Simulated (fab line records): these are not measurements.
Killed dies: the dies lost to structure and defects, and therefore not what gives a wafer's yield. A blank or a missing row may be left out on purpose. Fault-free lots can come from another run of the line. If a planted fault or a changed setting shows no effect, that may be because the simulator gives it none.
Split-lot study :: flow sky130 :: on a route of 708 steps: 5 lots, 23 wafers read

== SPLIT DETAILS ==
At SKY_LDD_N_IMPLANT_09, the setting energy-kev was moved away from the recipe's 20 on 5 of the 23 wafers read, by +5.0% to +5.2%. The other wafers ran this setting at the recipe's value.

The split's own step is where the reading is taken.

== THE READING ==
The simulator's own value implant.drp-nm, read by no gauge, in nm at SKY_LDD_N_IMPLANT_09. No usual value for it is given in the file.

wafer: L075.1
tool, chamber at the split: implanter-01, 0
energy-kev as run: 20
against the recipe: recipe
implant.drp-nm, nm: 7.212
against lot-mates on the recipe: -

wafer: L075.2
tool, chamber at the split: implanter-01, 0
energy-kev as run: 20
against the recipe: recipe
implant.drp-nm, nm: 7.212
against lot-mates on the recipe: -

wafer: L075.3
tool, chamber at the split: implanter-01, 0
energy-kev as run: 20
against the recipe: recipe
implant.drp-nm, nm: 7.212
against lot-mates on the recipe: -

wafer: L075.4
tool, chamber at the split: implanter-01, 0
energy-kev as run: 20
against the recipe: recipe
implant.drp-nm, nm: 7.212
against lot-mates on the recipe: -

wafer: L075.5
tool, chamber at the split: implanter-01, 0
energy-kev as run: 20
against the recipe: recipe
implant.drp-nm, nm: 7.212
against lot-mates on the recipe: -

wafer: L078.2
tool, chamber at the split: implanter-02, 0
energy-kev as run: 21.01
against the recipe: +5.0%
implant.drp-nm, nm: 7.463
against lot-mates on the recipe: +0.251

wafer: L078.4
tool, chamber at the split: implanter-02, 0
energy-kev as run: 21.01
against the recipe: +5.0%
implant.drp-nm, nm: 7.463
against lot-mates on the recipe: +0.251

wafer: L078.3
tool, chamber at the split: implanter-02, 0
energy-kev as run: 20
against the recipe: recipe
implant.drp-nm, nm: 7.212
against lot-mates on the recipe: -

wafer: L078.5
tool, chamber at the split: implanter-02, 0
energy-kev as run: 20
against the recipe: recipe
implant.drp-nm, nm: 7.212
against lot-mates on the recipe: -

wafer: L078.6
tool, chamber at the split: implanter-02, 0
energy-kev as run: 20
against the recipe: recipe
implant.drp-nm, nm: 7.212
against lot-mates on the recipe: -

wafer: L079.2
tool, chamber at the split: implanter-02, 0
energy-kev as run: 20
against the recipe: recipe
implant.drp-nm, nm: 7.212
against lot-mates on the recipe: -

wafer: L079.3
tool, chamber at the split: implanter-02, 0
energy-kev as run: 20
against the recipe: recipe
implant.drp-nm, nm: 7.212
against lot-mates on the recipe: -

wafer: L079.4
tool, chamber at the split: implanter-02, 0
energy-kev as run: 20
against the recipe: recipe
implant.drp-nm, nm: 7.212
against lot-mates on the recipe: -

wafer: L079.5
tool, chamber at the split: implanter-02, 0
energy-kev as run: 20
against the recipe: recipe
implant.drp-nm, nm: 7.212
against lot-mates on the recipe: -

wafer: L079.6
tool, chamber at the split: implanter-02, 0
energy-kev as run: 20
against the recipe: recipe
implant.drp-nm, nm: 7.212
against lot-mates on the recipe: -

wafer: L080.2
tool, chamber at the split: implanter-04, 0
energy-kev as run: 21.04
against the recipe: +5.2%
implant.drp-nm, nm: 7.47
against lot-mates on the recipe: +0.258

wafer: L080.4
tool, chamber at the split: implanter-04, 0
energy-kev as run: 21.04
against the recipe: +5.2%
implant.drp-nm, nm: 7.47
against lot-mates on the recipe: +0.258

wafer: L080.6
tool, chamber at the split: implanter-04, 0
energy-kev as run: 21.04
against the recipe: +5.2%
implant.drp-nm, nm: 7.47
against lot-mates on the recipe: +0.258

wafer: L080.3
tool, chamber at the split: implanter-04, 0
energy-kev as run: 20
against the recipe: recipe
implant.drp-nm, nm: 7.212
against lot-mates on the recipe: -

wafer: L080.5
tool, chamber at the split: implanter-04, 0
energy-kev as run: 20
against the recipe: recipe
implant.drp-nm, nm: 7.212
against lot-mates on the recipe: -

wafer: L084.1
tool, chamber at the split: implanter-02, 0
energy-kev as run: 20
against the recipe: recipe
implant.drp-nm, nm: 7.212
against lot-mates on the recipe: -

wafer: L084.3
tool, chamber at the split: implanter-02, 0
energy-kev as run: 20
against the recipe: recipe
implant.drp-nm, nm: 7.212
against lot-mates on the recipe: -

wafer: L084.6
tool, chamber at the split: implanter-02, 0
energy-kev as run: 20
against the recipe: recipe
implant.drp-nm, nm: 7.212
against lot-mates on the recipe: -

THE FIT
A straight line over all 23 wafers: implant.drp-nm changes by +0.0496 nm for each +1% of energy-kev; r = +1.00; the points scatter about the line by 0.00011 nm.
The same after taking each lot's own level away (the mean of its wafers on the recipe; 23 wafers): +0.0496 nm for each +1%; r = +1.00; scatter 0.00011 nm.
The reading moves by 0.26 nm for the largest change in energy-kev, on that fit.
The lots' own levels span 7.2120 to 7.2120 nm.
The two slopes agree, so the slope changes little with the lot-to-lot level.
Check: for one of the wafers moved furthest among these (+5.2%), held out of the fit, the line's prediction against its lot-mates is +0.258 nm. Against them it came out at +0.258 nm.

== OTHER SPLITS APPLIED TO THESE WAFERS ==
Other splits were also applied to these wafers ahead of the reading. Each is held against what the fit with the lots' levels taken away leaves over:
other split on the same wafers: SKY_GATE_OXIDE_SOFTBAKE_06 temp-c
wafers away from the commonest value: 6
r with implant.drp-nm (lot level and that fit taken away): +0.19

other split on the same wafers: SKY_POLY_GATE_ETCH_15 time-s
wafers away from the commonest value: 6
r with implant.drp-nm (lot level and that fit taken away): +0.25

== THE WHOLE CHAIN: every reading that the file lists as answering this split, in the file's order ==
step: SKY_LDD_N_IMPLANT_09
what it does: 
reading: implant.rp-nm (the simulator's own value, which no gauge read)
change (the file's fit): +0.115 nm for each +1% of the setting
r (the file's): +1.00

step: SKY_LDD_N_IMPLANT_09
what it does: 
reading: implant.drp-nm (the simulator's own value, which no gauge read)
change (the file's fit): +0.0497 nm for each +1% of the setting
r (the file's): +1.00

== FILE'S OWN FIT ==
implant.drp-nm changes by +0.0497 nm for each +1% of energy-kev, r = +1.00.
